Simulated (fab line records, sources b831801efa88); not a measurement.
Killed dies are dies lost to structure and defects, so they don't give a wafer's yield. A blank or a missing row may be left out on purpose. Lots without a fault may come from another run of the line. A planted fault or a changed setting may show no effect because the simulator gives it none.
fab line records | flow sky130
record lots=11 wafers=32 last_day=50
route steps=708 shown VIA1@472 METAL2@485 PAD_OPEN@708
lots that met no fault: from a run of the same line without faults
start_h: hours from the record's first day to the start of the lot's first wafer shown | wait_h: hours since the lot's step before | " the same as in the row above | L1.1+2: a row that stands for several wafers | - no value, or no start given | * or withheld: withheld | < > ~ a bound
route shown NAME@n: a module of which the file shows steps, and the number in the route of the first | usual: mean/standard deviation of fault-free wafers | same: alike in all rows | chamber/n: place in a boat | sites: the reading at each site | _std_site: their standard deviation | _edge_site: outer sites' mean less inner sites' | radius_mm: how far each site lies from the wafer's centre | mask NAME#n: copy n | behind: the tool/chamber that last shaped the wafer | hold: why the lot was held/for how many hours/how that ended | device: the transistor (n, p or np) that didn't switch | end of line: the same wafers' tests at the end of the route | a step without rows: its recipe alone | killed: dies lost to structure and defects at the first sort, not the wafer's yield | map: a wafer's dies, x killed, . not, _ none there
set.NAME: the setting as run; set.NAME@STEP: as run at that earlier step | model.NAME: the simulator's own value behind a step, which no gauge read
steps of the route over a sample of lots; a table a step, a row a wafer
services: from which hour (start_h, from the record's first day; less than 0 if before it) a tool's chamber was out of use, for how many hours, and why
## steps
# step SKY_VIA1_ETCH_14
# recipe chemistry=N2/H2 target=BARC ion_energy_ev=200 source_w=500 bias_w=100 pressure_mtorr=30 n2_flow_sccm=100 h2_flow_sccm=200 stop_on=SiO2 time_s=45.9 target_depth_a=600
# usual drypump_motor_current_A=5.6/0.51 h2_flow_sccm=200.0/0.61 oes_product_au=0.854/0.0046 throttle_valve_pct=13.226/0.0086
# columns lot.wafer tool chamber start_h wait_h drypump_motor_current_A h2_flow_sccm oes_product_au rf_hours_counter_h throttle_valve_pct
L918.1 rie_diel-04 3 788.14 0.0 6.3 201.1 0.853 32 13.209
L918.4 " 1 " " 5.4 200.1 0.863 2 13.213
L918.5 " 3 " " 6.3 199.9 0.854 - 13.225
L919.2 rie_diel-01 1 801.71 0.0 5.6 200.4 0.852 21 13.232
L919.3 " 3 " " 5.9 200.7 0.854 7 13.237
L919.5 " 1 " " 5.7 200.0 0.853 - 13.246
L920.2 rie_diel-02 0 813.54 0.0 5.5 200.6 0.858 5 13.221
L920.3 " 2 " " 5.2 200.0 0.853 3 13.220
L920.4 " 1 " " 6.2 199.9 0.853 3 13.206
L921.1 rie_diel-02 1 821.38 0.0 6.2 199.0 0.860 3 13.231
L921.3 " 2 " " 5.3 200.2 0.850 4 13.218
L921.5 " 0 " " 5.5 199.8 0.849 - 13.230
L925.1 rie_diel-01 3 841.68 0.0 5.9 198.7 0.854 8 13.226
L925.5 " 2 " " 6.5 199.9 0.862 - 13.215
L931.2 rie_diel-01 1 893.89 0.0 5.6 199.5 0.861 0 13.219
L931.4 " 3 " " 5.9 200.3 0.852 - 13.215
L931.5 " 0 " " 4.9 199.8 0.854 - 13.232
L933.2 rie_diel-01 2 904.09 0.0 6.5 199.2 0.856 5 13.219
L933.5 " 3 " " 5.9 199.5 0.855 - 13.235
L933.6 " 2 " " 6.5 200.4 0.851 - 13.233
L936.1 rie_diel-04 0 922.34 0.0 4.9 200.2 0.856 12 13.222
L936.2 " 1 " " 5.4 199.5 0.854 7 13.210
L936.4 " 2 " " 5.5 200.4 0.855 12 13.212
L937.1 rie_diel-04 3 924.83 0.0 6.3 200.5 0.857 3 13.229
L937.5 " 1 " " 5.4 201.2 0.856 - 13.218
L937.6 " 2 " " 5.5 199.0 0.856 - 13.231
L938.1 rie_diel-01 3 931.54 0.0 5.9 199.5 0.856 11 13.228
L938.3 " 2 " " 6.5 200.4 0.856 6 13.238
L938.5 " 0 " " 4.9 199.4 0.847 - 13.237
L941.1 rie_diel-01 2 951.69 0.0 6.6 200.7 0.844 7 13.219
L941.3 " 1 " " 5.6 198.9 0.856 2 13.224
L941.6 " 1 " " 5.6 199.2 0.852 - 13.217
# step SKY_VIA1_CMP_24
# recipe stop_on=SiO2 t_overpolish_s=15 down_force_psi=3.5 platen_rpm=60 target_thk_nm=0 pad_velocity_m_s=0.94248
# usual motor_current_A=11.2/1.5 overpolish_run_s=15.000/0.0088 time_to_endpoint_s=64/3.1
# columns lot.wafer tool chamber start_h wait_h motor_current_A overpolish_run_s time_to_endpoint_s
L918.1 cmp-01 3 789.16 0.1 14.0 15.008 63
L918.4 " 0 " " 9.3 15.019 62
L918.5 " 3 " " 14.2 15.003 64
L919.2 cmp-02 1 802.77 0.1 10.9 15.006 62
L919.3 " 2 " " 13.3 14.996 63
L919.5 " 0 " " 10.3 14.997 60
L920.3 cmp-01 2 814.56 0.0 10.6 14.993 58
L920.4 " 0 " " 9.6 15.003 59
L920.2 " 1 " " 11.5 14.998 61
L921.1 cmp-02 3 822.43 0.1 9.2 15.003 59
L921.3 " 2 " " 13.3 15.000 65
L921.5 " 3 " " 9.2 14.997 60
L925.1 cmp-02 1 842.79 0.1 11.4 14.993 64
L925.5 " 0 " " 10.1 14.995 63
L931.4 cmp-01 1 894.91 0.0 11.2 14.997 67
L931.2 " 0 " " 9.1 15.006 63
L931.5 " 1 " " 10.8 15.003 68
L933.2 cmp-01 0 905.11 0.0 9.7 15.005 66
L933.6 " 0 " " 9.7 15.004 65
L933.5 " 1 " " 11.1 14.998 67
L936.2 cmp-02 1 923.36 0.0 11.9 14.996 65
L936.1 " 3 " " 9.5 15.008 61
L936.4 " 0 " " 10.0 14.993 64
L937.1 cmp-01 1 925.84 0.1 10.9 15.000 70
L937.6 " 1 " " 10.9 15.004 68
L937.5 " 2 " " 10.7 15.012 67
L938.3 cmp-01 2 932.56 0.0 10.3 15.006 65
L938.1 " 1 " " 11.5 14.977 69
L938.5 " 2 " " 10.4 14.995 65
L941.1 cmp-02 3 952.85 0.1 9.8 14.992 61
L941.3 " 0 " " 10.3 15.008 62
L941.6 " 1 " " 11.8 14.987 58
# step SKY_METAL2_SPUTTER_02
# recipe material=AlCu target_thk_nm=250 power_w=10600 time_s=13.3 chamber_pressure_pa=0.4
# usual throttle_valve_pct=29.8/1
# columns lot.wafer tool chamber start_h wait_h throttle_valve_pct
L918.1 pvd_sputter-04 - 789.51 0.0 28.5
L918.4 " - " " 31.7
L918.5 " - " " 31.8
L919.2 pvd_sputter-01 - 803.07 0.0 30.2
L919.3 " - " " 29.4
L919.5 " - " " 29.2
L920.2 pvd_sputter-01 - 814.90 0.0 30.2
L920.3 " - " " 29.0
L920.4 " - " " 31.2
L921.1 pvd_sputter-01 - 822.77 0.0 30.2
L921.3 " - " " 29.3
L921.5 " - " " 30.2
L925.1 pvd_sputter-04 - 843.04 0.0 31.7
L925.5 " - " " 28.8
L931.2 pvd_sputter-01 - 895.26 0.0 30.3
L931.4 " - " " 29.1
L931.5 " - " " 30.8
L933.2 pvd_sputter-02 - 905.46 0.0 30.7
L933.5 " - " " 30.6
L933.6 " - " " 29.4
L936.1 pvd_sputter-02 - 923.71 0.0 28.5
L936.2 " - " " 30.0
L936.4 " - " " 30.6
L937.1 pvd_sputter-04 - 926.19 0.0 31.8
L937.5 " - " " 28.6
L937.6 " - " " 31.6
L938.1 pvd_sputter-02 - 932.91 0.0 30.5
L938.3 " - " " 28.2
L938.5 " - " " 29.5
L941.1 pvd_sputter-02 - 953.10 0.0 28.2
L941.3 " - " " 29.8
L941.6 " - " " 28.2
# step SKY_METAL2_COAT_10
# recipe resist=KrF-thick spin_rpm=3000 resist_thk_nm=450
# columns lot.wafer tool chamber start_h wait_h
L918.1+4+5 litho_track-01 0 802 -
L919.2+3+5 litho_track-01 0 815 -
L920.2+3+4 litho_track-01 0 826 -
L921.1+3+5 litho_track-01 0 835 -
L925.1+5 litho_track-01 0 855 -
L931.2+4+5 litho_track-03 0 906 -
L933.2+5+6 litho_track-02 0 917 -
L936.1+2+4 litho_track-03 0 936 -
L937.1+5+6 litho_track-02 0 938 -
L938.1+3+5 litho_track-03 0 945 -
L941.1+3+6 litho_track-01 0 965 -
# step SKY_METAL2_STRIP_20
# recipe chemistry=O2/N2 power_w=1400 pressure_mtorr=1500 platen_temp_c=withheld o2_flow_sccm=3000 n2_flow_sccm=300 overash_fraction=0.5
# usual drypump_motor_current_A=5.8/0.47 oes_product_au=0.343/0.0045 strip_time_to_endpoint_s=2.706/0.027
# columns lot.wafer tool chamber start_h wait_h drypump_motor_current_A oes_product_au rf_hours_counter_h strip_time_to_endpoint_s
L918.1 plasma_asher-04 0 815.77 0.1 5.4 0.340 102 2.684
L918.4 " 0 " " 5.4 0.345 - 2.705
L918.5 " 1 " " 5.8 0.343 - 2.701
L919.2 plasma_asher-03 0 829.07 0.1 5.4 0.349 66 2.725
L919.3 " 1 " " 6.6 0.336 - 2.669
L919.5 " 1 " " 6.6 0.345 - 2.661
L920.2 plasma_asher-02 1 840.85 0.1 5.4 0.343 43 2.709
L920.3 " 0 " " 6.2 0.338 - 2.703
L920.4 " 1 " " 5.4 0.347 - 2.714
L921.1 plasma_asher-02 1 848.48 0.1 5.3 0.353 44 2.737
L921.3 " 1 " " 5.4 0.336 - 2.717
L921.5 " 0 " " 6.2 0.344 - 2.706
L925.1 plasma_asher-04 1 869.88 0.1 5.8 0.337 107 2.661
L925.5 " 1 " " 5.8 0.344 - 2.579
L931.2 plasma_asher-02 0 920.97 0.1 6.2 0.344 51 2.706
L931.4 " 1 " " 5.4 0.345 - 2.697
L931.5 " 1 " " 5.4 0.345 - 2.717
L933.2 plasma_asher-02 1 930.73 0.1 5.4 0.343 52 2.724
L933.5 " 1 " " 5.4 0.352 - 2.693
L933.6 " 0 " " 6.3 0.337 - 2.734
L936.1 plasma_asher-02 0 948.72 0.1 6.3 0.348 53 2.748
L936.2 " 1 " " 5.4 0.344 53 2.765
L936.4 " 1 " " 5.4 0.351 - 2.736
L937.1 plasma_asher-02 1 950.75 0.1 5.4 0.348 54 2.738
L937.5 " 1 " " 5.4 0.344 - 2.735
L937.6 " 0 " " 6.2 0.343 - 2.733
L938.1 plasma_asher-04 0 957.95 0.1 5.3 0.347 116 2.708
L938.3 " 1 " " 5.8 0.344 - 2.685
L938.5 " 0 " " 5.3 0.346 - 2.681
L941.1 plasma_asher-02 1 977.63 0.1 5.4 0.351 56 2.678
L941.3 " 0 " " 6.2 0.340 - 2.716
L941.6 " 1 " " 5.4 0.341 - 2.689
# step SKY_PAD_OPEN_PROBE_99
# usual defect_limited_yield=82.3/2 killed_at_M0_to_M3=43/7.3 killed_at_M4_up=3.2/1.8 killed_at_contacts=24/5.8 killed_at_front_end=16/4.5 killed_at_other=0.3/0.53 killed_dies=87/9.9 killed_open=48/6.8 killed_short=39/6.9 sort_bin_3_pad_short=0.8/0.42 sort_bin_5_function=10.4/1.6 sort_bin_6_memory=6.4/1.2 sort_n_pass=405/9.9 sort_yield_pct=82.3/2
# same gross_dies=492 killed_at_back_side=0 sort_bin_4_leakage[%]=0 sort_bin_8_speed[%]=0
# columns lot.wafer tool chamber start_h wait_h defect_limited_yield[%] killed_at_M0_to_M3 killed_at_M4_up killed_at_contacts killed_at_front_end killed_at_other killed_dies killed_open killed_short sort_bin_3_pad_short[%] sort_bin_5_function[%] sort_bin_6_memory[%] sort_n_pass sort_yield_pct[%]
L919.2 prober-02 - 1079.49 0.1 79.5 45 8 32 14 2 101 48 53 2.0 11.2 7.3 391 79.5
L919.3 prober-02 - 1079.54 0.2 81.1 38 7 31 17 0 93 52 41 1.2 12.4 5.3 399 81.1
L919.5 prober-02 - 1079.64 0.2 76.8 65 6 30 13 0 114 67 47 0.8 12.0 10.4 378 76.8
L921.1 prober-02 - 1098.66 0.1 81.7 50 4 18 18 0 90 52 38 0.4 11.6 6.3 402 81.7
L921.3 prober-02 - 1098.76 0.2 85.0 36 3 25 9 1 74 41 33 1.0 10.8 3.3 418 85.0
L921.5 prober-02 - 1098.86 0.2 84.6 31 3 22 19 1 76 44 32 0.8 8.1 6.5 416 84.6
L931.2 prober-02 - 1150.85 0.1 83.5 40 1 23 17 0 81 41 40 1.4 8.5 6.5 411 83.5
L931.4 prober-02 - 1150.95 0.2 80.7 44 2 29 20 0 95 50 45 1.2 13.0 5.1 397 80.7
L931.5 prober-02 - 1151.00 0.2 79.7 66 1 21 12 0 100 67 33 1.0 11.2 8.1 392 79.7
L933.2 prober-02 - 1158.31 0.1 82.7 50 3 19 13 0 85 50 35 0 10.4 6.9 407 82.7
L933.5 prober-02 - 1158.46 0.2 86.4 35 4 18 10 0 67 37 30 0.6 6.7 6.3 425 86.4
L933.6 prober-02 - 1158.51 0.2 83.9 40 5 17 17 0 79 39 40 0.6 10.4 5.1 413 83.9
L938.1 prober-01 - 1177.06 0.1 85.2 39 1 25 8 0 73 44 29 1.0 6.9 6.9 419 85.2
L938.3 prober-01 - 1177.16 0.2 85.8 39 2 22 7 0 70 42 28 0 8.5 5.7 422 85.8
L938.5 prober-01 - 1177.26 0.2 82.7 34 5 27 19 0 85 50 35 1.0 10.4 5.9 407 82.7
# killed by level:class
L919.2 CONTACT:geometric_particle:open=10 CONTACT:geometric_particle:short=9 METAL4:geometric_particle:short=8 METAL2:geometric_particle:short=7 VIA2:geometric_particle:open=7 VIA1:geometric_particle:open=6 LI_CONTACT:geometric_particle:open=6 LI_CONTACT:geometric_particle:short=5
L919.3 LI_CONTACT:geometric_particle:open=12 VIA2:geometric_particle:open=9 FIELD_ISO:geometric_particle:short=8 LI_CONTACT:geometric_particle:short=8 VIA1:geometric_particle:open=8 CONTACT:geometric_particle:open=6 VIA3:geometric_particle:open=6 METAL2:geometric_particle:short=4
L919.5 CONTACT:geometric_particle:open=12 VIA1:geometric_particle:short=11 LI_CONTACT:geometric_particle:open=10 VIA2:geometric_particle:open=10 VIA1:geometric_particle:open=10 METAL2:geometric_particle:short=8 METAL1:geometric_particle:short=6 VIA3:geometric_particle:open=6
L921.1 VIA1:geometric_particle:open=18 VIA3:geometric_particle:open=7 LI_CONTACT:geometric_particle:open=6 POLY_GATE:geometric_particle:short=5 METAL1:geometric_particle:short=5 VIA1:geometric_particle:short=5 FIELD_ISO:geometric_particle:open=4 METAL4:geometric_particle:short=4
L921.3 CONTACT:geometric_particle:open=10 VIA1:geometric_particle:open=8 LI_CONTACT:geometric_particle:open=6 CONTACT:geometric_particle:short=6 VIA1:geometric_particle:short=6 VIA3:geometric_particle:open=5 FIELD_ISO:geometric_particle:open=4 METAL1:geometric_particle:short=4
L921.5 VIA1:geometric_particle:open=9 FIELD_ISO:geometric_particle:open=8 LI_CONTACT:geometric_particle:open=8 CONTACT:geometric_particle:short=5 VIA3:geometric_particle:open=5 FIELD_ISO:geometric_particle:short=4 POLY_GATE:geometric_particle:open=4 CONTACT:geometric_particle:open=4
L931.2 VIA1:geometric_particle:open=10 LI_CONTACT:geometric_particle:open=8 POLY_GATE:geometric_particle:short=7 VIA1:geometric_particle:short=7 METAL2:geometric_particle:short=6 CONTACT:geometric_particle:open=5 FIELD_ISO:geometric_particle:open=4 CONTACT:geometric_particle:short=4
L931.4 CONTACT:geometric_particle:open=11 VIA3:geometric_particle:open=8 VIA1:geometric_particle:short=8 CONTACT:geometric_particle:short=7 FIELD_ISO:geometric_particle:open=6 VIA1:geometric_particle:open=6 LI_CONTACT:geometric_particle:open=5 VIA2:geometric_particle:short=5
L931.5 VIA1:geometric_particle:open=21 VIA2:geometric_particle:open=12 VIA3:geometric_particle:open=10 LI_CONTACT:geometric_particle:open=8 VIA1:geometric_particle:short=7 CONTACT:geometric_particle:open=7 METAL1:geometric_particle:short=6 METAL2:geometric_particle:short=4
L933.2 VIA1:geometric_particle:open=11 VIA2:geometric_particle:open=9 CONTACT:geometric_particle:open=8 VIA3:geometric_particle:open=7 FIELD_ISO:geometric_particle:open=6 CONTACT:geometric_particle:short=6 FIELD_ISO:geometric_particle:short=5 METAL1:geometric_particle:short=5
L933.5 VIA1:geometric_particle:open=9 CONTACT:geometric_particle:open=6 POLY_GATE:geometric_particle:open=5 FIELD_ISO:geometric_particle:open=4 VIA2:geometric_particle:short=4 LOCAL_INTERCONNECT:geometric_particle:short=4 CONTACT:geometric_particle:short=4 METAL1:geometric_particle:short=4
L933.6 VIA1:geometric_particle:open=11 FIELD_ISO:geometric_particle:short=9 LI_CONTACT:geometric_particle:open=6 METAL2:geometric_particle:short=6 METAL1:geometric_particle:short=5 METAL4:geometric_particle:short=5 CONTACT:geometric_particle:open=4 VIA2:geometric_particle:open=4
L938.1 VIA3:geometric_particle:open=12 VIA2:geometric_particle:open=10 LI_CONTACT:geometric_particle:open=8 LOCAL_INTERCONNECT:geometric_particle:short=8 CONTACT:geometric_particle:open=6 METAL1:geometric_particle:short=6 METAL2:geometric_particle:short=4 FIELD_ISO:geometric_particle:open=3
L938.3 CONTACT:geometric_particle:open=11 VIA1:geometric_particle:open=8 VIA2:geometric_particle:open=7 VIA3:geometric_particle:open=5 FIELD_ISO:geometric_particle:short=4 METAL1:geometric_particle:short=4 LI_CONTACT:geometric_particle:open=3 VIA2:geometric_particle:short=3
L938.5 VIA2:geometric_particle:open=9 LOCAL_INTERCONNECT:geometric_particle:short=8 CONTACT:geometric_particle:open=8 VIA3:geometric_particle:open=7 POLY_GATE:geometric_particle:open=6 LI_CONTACT:geometric_particle:open=6 SPACER:geometric_particle:open=4 CONTACT:geometric_particle:short=4
## services
# columns tool chamber start_h hours kind
pvd_sputter-01 - 768.45 2.1 repair
rie_diel-02 1 769.39 6.9 repair
pvd_sputter-02 - 788.64 0.7 repair
plasma_asher-03 - 789.53 5.8 repair
pvd_sputter-02 - 796.09 1.0 repair
plasma_asher-03 - 797.00 2.9 repair
cmp-01 - 802.63 6.8 repair
rie_diel-02 - 810.19 2.8 pm
rie_diel-04 0 817.83 17.6 repair
plasma_asher-02 - 843.76 0.5 repair
rie_diel-04 2 861.71 1.9 repair
plasma_asher-04 - 870.05 0.7 repair
plasma_asher-03 - 880.53 1.2 repair
cmp-01 - 882.57 1.7 repair
rie_diel-01 2 884.93 14.6 repair
rie_diel-04 0 887.55 16.5 repair
rie_diel-04 3 892.80 1.5 repair
pvd_sputter-04 - 893.05 2.2 repair
cmp-01 - 912.00 4.0 pm
cmp-01 - 916.00 - consumable_replace:conditioner
cmp-01 - 923.52 1.3 repair
plasma_asher-02 - 936.70 1.1 repair
rie_diel-04 2 968.67 16.7 repair
cmp-01 - 970.87 0.7 repair
## key
first_sign step=SKY_METAL2_STRIP_20 reading=strip_time_to_endpoint_s direction=down sigmas=4.7 usual=* struck=*
effect none on later readings
met_at SKY_METAL2_COAT_10
struck_lots L925
struck_wafers L925.5
not_acting_at SKY_VIA1_ETCH_14,SKY_VIA1_CMP_24,SKY_METAL2_SPUTTER_02
onset_between 835 855
fault kind=process_parameter_drift tool=litho_track-01 chamber=- onset_h=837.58 steps=SKY_METAL2_COAT_10 channel=resist_thk_nm offset=-13.01 shape=step end_h=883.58 scope=struck_wafers_only acts_in=these_recipes_only stated=450
